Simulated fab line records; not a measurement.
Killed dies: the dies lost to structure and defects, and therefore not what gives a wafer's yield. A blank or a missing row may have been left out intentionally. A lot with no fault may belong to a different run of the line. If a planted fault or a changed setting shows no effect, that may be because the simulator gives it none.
Which tool did it? ; flow gf180mcu ; 7 lots, 21 wafers sampled, at 3 steps of a route of 602

== WHAT THE GAUGES SHOWED, per wafer ==
GF_V1_THK_MEAS_03.
lot;measured;on;V1_CVD_02_THK (nm)
L810;day 17 21:32;film metro-04;854 853 859
L812;day 18 17:17;film metro-04;851 863 879
L814;day 19 02:23;film metro-04;837 858 865
L816;day 20 02:48;film metro-04;855 863 862
L820;day 21 16:47;film metro-04;840 865 851
L828;day 24 05:33;film metro-04;851 856 858
L831;day 25 07:50;film metro-01;856 859 861

== EACH LOT AND THE TOOL THAT RAN IT (in order: tool; ch and the chambers of the sampled wafers; start) ==
lot;GF_MVSD_SOFTBAKE_03;GF_M1_STRIP_17
L810;litho track-04 ch 0, day 4 15:16;plasma asher-03 ch 0,1, day 17 20:37
L812;litho track-03 ch 0, day 5 01:50;plasma asher-02 ch 0,1, day 18 16:32
L814;litho track-03 ch 0, day 5 10:05;plasma asher-02 ch 0,1, day 19 01:34
L816;litho track-03 ch 0, day 6 01:25;plasma asher-02 ch 0,1, day 20 01:43
L820;litho track-03 ch 0, day 6 23:29;plasma asher-03 ch 0,1, day 21 15:43
L828;litho track-04 ch 0, day 8 20:11;plasma asher-04 ch 0,1, day 24 04:47
L831;litho track-04 ch 0, day 9 14:29;plasma asher-02 ch 0,1, day 25 07:07
- GF_MVSD_SOFTBAKE_03
- GF_M1_STRIP_17: strips in O2/N2.

== THE ANSWER, worked out from the rows above alone ==
Rule: the lots themselves supply what counts as usual. Put in order of their means at a reading, lots are off if they are a third of the lots or fewer, leave a main group of 4 or more, and stand apart from it by a gap of 3 or more times the standard deviation of the main group's means; of several such gaps the widest counts. A main group whose means are all the same, to the digits that the tables above print for the reading, isn't used. Also off: a lot with no number at a reading for which 4 or more lots have one. The other lots that the step has rows for count as sound.
Across all readings shown, no lot is off: no conclusion can be drawn from this.

== WHAT HAD BEEN PUT IN BY THE SIMULATOR ==
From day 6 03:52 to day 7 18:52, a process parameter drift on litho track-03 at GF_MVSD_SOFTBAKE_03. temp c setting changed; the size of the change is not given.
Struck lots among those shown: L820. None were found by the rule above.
